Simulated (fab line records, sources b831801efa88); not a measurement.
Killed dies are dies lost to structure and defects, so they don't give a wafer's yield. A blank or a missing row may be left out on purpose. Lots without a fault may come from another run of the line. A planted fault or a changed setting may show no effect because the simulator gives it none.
Problem report in the 8D (eight disciplines) form, filled by code | flow sky130 | the parts of the form that need people (team, actions taken, sign-off) are left out

1. THE PROBLEM
VIA1_HDPCVD_THK at SKY_VIA1_THK_MEAS_01 reads a mean of 772 nm on 3 wafers of 2 lots; wafers without a fault read 1034 nm with a standard deviation of 10. That is -26 standard deviations from the usual mean.
First seen on wafer L541.5, day 36 05:15, on film_metro-02. The record holds 32 wafers of 11 lots with a number at this step. Rule for "out", or "out of limits": more than 4 standard deviations from the usual mean. The other wafers with a number count as sound.

2. WHAT IT IS AND WHAT IT IS NOT
question                    | is                           | is not
which readings at this step | VIA1_HDPCVD_THK              | -
which lots                  | L541, L543                   | L531, L532, L533, L534, L537, L551, L552, L553, L554
which wafers of those lots  | L541.5, L543.1, L543.5       | L541.4, L541.6
read on which gauges        | film_metro-01, film_metro-02 | film_metro-04
when                        | from day 36 05:15            | up to then (17 sound wafers); but 12 sound wafers of L551, L552, L553, L554 came after

3. SUSPECTS, AND WHAT RULES EACH OUT
Counting: a tool at a process step up to the reading stays a suspect if it ran every lot that is out. Sound lots after the first of them don't rule it out here, since some wafers of a struck lot are sound.
- the gauge at SKY_VIA1_THK_MEAS_01: ruled out. The wafers that are out were read on 2 gauges (film_metro-01, film_metro-02).
- rie_metal-04 at SKY_LOCAL_INTERCONNECT_ETCH_13 (etches BARC in N2/H2, stops on SiO2, time 45.9 s, target depth 60 nm): kept. It ran every lot that is out, first L541 (day 33 20:40); its last sound lot up to then is L534 (day 31 11:46).
- pvd_sputter-04 at SKY_METAL1_SPUTTER_03 (material Ti, target thk 5 nm, time 3.3 s): kept. It ran every lot that is out, first L541 (day 35 02:17); its last sound lot up to then is L533 (day 32 04:05).
- hdpcvd-01 at SKY_VIA1_HDPCVD_00 (deposits SiO2, target thk 1030 nm, time 171.7 s): kept. It ran every lot that is out, first L541 (day 36 05:10); its last sound lot up to then is L537 (day 34 17:51). Its own readings are out on those wafers: run_length_s.
Left after counting: rie_metal-04 at SKY_LOCAL_INTERCONNECT_ETCH_13, pvd_sputter-04 at SKY_METAL1_SPUTTER_03, hdpcvd-01 at SKY_VIA1_HDPCVD_00.

4. THE CAUSE (what the simulator had put in)
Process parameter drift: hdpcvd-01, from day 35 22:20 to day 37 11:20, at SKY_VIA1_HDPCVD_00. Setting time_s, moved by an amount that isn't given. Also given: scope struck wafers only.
Counting left 3 suspects, and this tool is among them.

5. THE CHAIN OF EFFECTS, in route order
Each row: a reading whose mean over the struck wafers that have a number lies more than 3 standard deviations from the usual. Only readings for which the record gives a usual standard deviation are gone through. hours: the time from each lot's start at the first step in this table that gives one to its start at this step, as a median over the lots. sigmas: the change in usual standard deviations.
hours | step                 | reading         | usual   | on struck wafers | change | sigmas
0     | SKY_VIA1_HDPCVD_00   | run_length_s    | 199.6 s | 155.7            | -43.9  | -81
0     | SKY_VIA1_THK_MEAS_01 | VIA1_HDPCVD_THK | 1034 nm | 772              | -262   | -26
The process steps in it:
- SKY_VIA1_HDPCVD_00: deposits SiO2, target thk 1030 nm, time 171.7 s.

6. WHAT WOULD HAVE CAUGHT IT SOONER
In this record the first reading out of limits at a measuring or inspecting step was taken at day 36 05:15, 7 hours after the fault began at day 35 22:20.
The tool's own readings at SKY_VIA1_HDPCVD_00 were out on every struck wafer that the step has a row for (run_length_s): an alarm limit on them would have fired on the first of those.
Of the lots that are out (2), L543 began SKY_VIA1_HDPCVD_00 on hdpcvd-01 after day 36 05:15. A hold on the tool at that time would have spared it.
